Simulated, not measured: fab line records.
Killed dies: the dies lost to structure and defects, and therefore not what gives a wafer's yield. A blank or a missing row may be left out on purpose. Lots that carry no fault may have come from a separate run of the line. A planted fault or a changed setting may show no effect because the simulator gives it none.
Comparing a struck lot with a sound one -- flow sky130 -- 33 out of 708 route steps
Sound: these wafers, L913.1, L913.3, L913.6. Struck: wafer L925.5 (L925.3, L925.6, from the same lot, were not struck and are left out); the cause is given at the end.
Per side, at each step with rows, come the tool, then ch with its chambers, and then its first start. Under that, the readings that differ: sound wafers -- struck wafers -- difference of the means -- sigmas: that difference in standard deviations of wafers without a fault.
alike: readings with means less than 2 such deviations apart, plus words and numbers identical on both sides. not compared: withheld readings, readings lacking a value on some wafer, bounds such as >300 that could conceal the same value, and numbers that have no deviation in the record and whose values overlap.
The two part at a step that has a row with sigmas, a row that says differs or no value, or rows on one side only. Non-overlapping numbers with no deviation appear without sigmas and do not part them. A reading missing from all wafers of one side parts the sides only when that side holds two or more wafers.

first, 8 steps without rows for these wafers: SKY_LOCAL_INTERCONNECT_ETCH_13 (etches BARC in N2/H2, stops on SiO2, time 45.9 s, target depth 60 nm); SKY_LOCAL_INTERCONNECT_METAL_ETCH_14 (etches TiN in Cl2/BCl3, stops on PSG, target depth 110 nm, time 31.4 s); SKY_LOCAL_INTERCONNECT_STRIP_15 (strips in O2/N2); SKY_LOCAL_INTERCONNECT_STRIP_16 (strips in post etch residue remover, time 1200 s); SKY_LOCAL_INTERCONNECT_CLEAN_17 (cleans in IPA, time 180 s); SKY_LOCAL_INTERCONNECT_CLEAN_18 (cleans in O3/DIW); SKY_CONTACT_CVD_00 (deposits Si3N4, target thk 75 nm); SKY_CONTACT_HDPCVD_02 (deposits SiO2, target thk 565 nm, time 94.2 s).
SKY_CONTACT_CMP_04: polishes SiO2.
  sound on cmp-02 ch 1,2, day 30 07:14; struck on cmp-02 ch 2, day 34 07:53
  alike: motor_current_A, time_to_endpoint_s
then, 23 steps without rows for these wafers: SKY_CONTACT_DEHYDRATE_06 (time 60 s); SKY_CONTACT_HMDS_07 (prime time 60 s); SKY_CONTACT_COAT_08 (resist thk 60 nm); SKY_CONTACT_COAT_09 (resist thk 450 nm); SKY_CONTACT_SOFTBAKE_10 (time 90 s); SKY_CONTACT_EXPOSE_11 (exposes mask CTM1, target cd 170 nm); SKY_CONTACT_PEB_12; SKY_CONTACT_DEVELOP_13 (develop time 60 s); SKY_CONTACT_ETCH_16 (etches BARC in N2/H2, stops on SiO2, time 45.9 s, target depth 60 nm); SKY_CONTACT_ETCH_17 (etches SiO2 in C4F8/O2/Ar, stops on Si3N4, target depth 340 nm); SKY_CONTACT_ETCH_18 (etches Si3N4 in CHF3/O2, stops on TiN, time 39 s, target depth 75 nm); SKY_CONTACT_STRIP_19 (strips in O2/N2); SKY_CONTACT_STRIP_20 (strips in post etch residue remover, time 1200 s); SKY_CONTACT_CLEAN_21 (cleans in IPA, time 180 s); SKY_CONTACT_CLEAN_22 (cleans in O3/DIW); SKY_CONTACT_SPUTTER_23 (material TiN, target thk 20 nm, time 80 s); SKY_CONTACT_CVD_24 (deposits W, target thk 340 nm, time 102.12 s); SKY_CONTACT_CMP_27 (polishes, stops on SiO2, t overpolish 15 s, target thk 0 nm); SKY_METAL1_SPUTTER_00 (material Ti, target thk 15 nm, time 10 s); SKY_METAL1_SPUTTER_01 (material TiN, target thk 20 nm, time 16.7 s); SKY_METAL1_SPUTTER_02 (material AlCu, target thk 250 nm, time 13.3 s); SKY_METAL1_SPUTTER_03 (material Ti, target thk 5 nm, time 3.3 s); SKY_METAL1_SPUTTER_04 (material TiN, target thk 70 nm, time 58.3 s).
-- the record jumps here: 14 days lie between the struck wafers' starts before and after (it left off in module METAL1 and takes up again in module PAD_OPEN, whose first step shown is number 708 of the route) --
SKY_PAD_OPEN_PROBE_99:
  only the struck wafers here have rows in the record (prober-01, day 48 16:13); the sound ones have none

## WHERE THEY PART
Only at SKY_PAD_OPEN_PROBE_99, as far as this record shows.

WHY: whatever the simulator had introduced
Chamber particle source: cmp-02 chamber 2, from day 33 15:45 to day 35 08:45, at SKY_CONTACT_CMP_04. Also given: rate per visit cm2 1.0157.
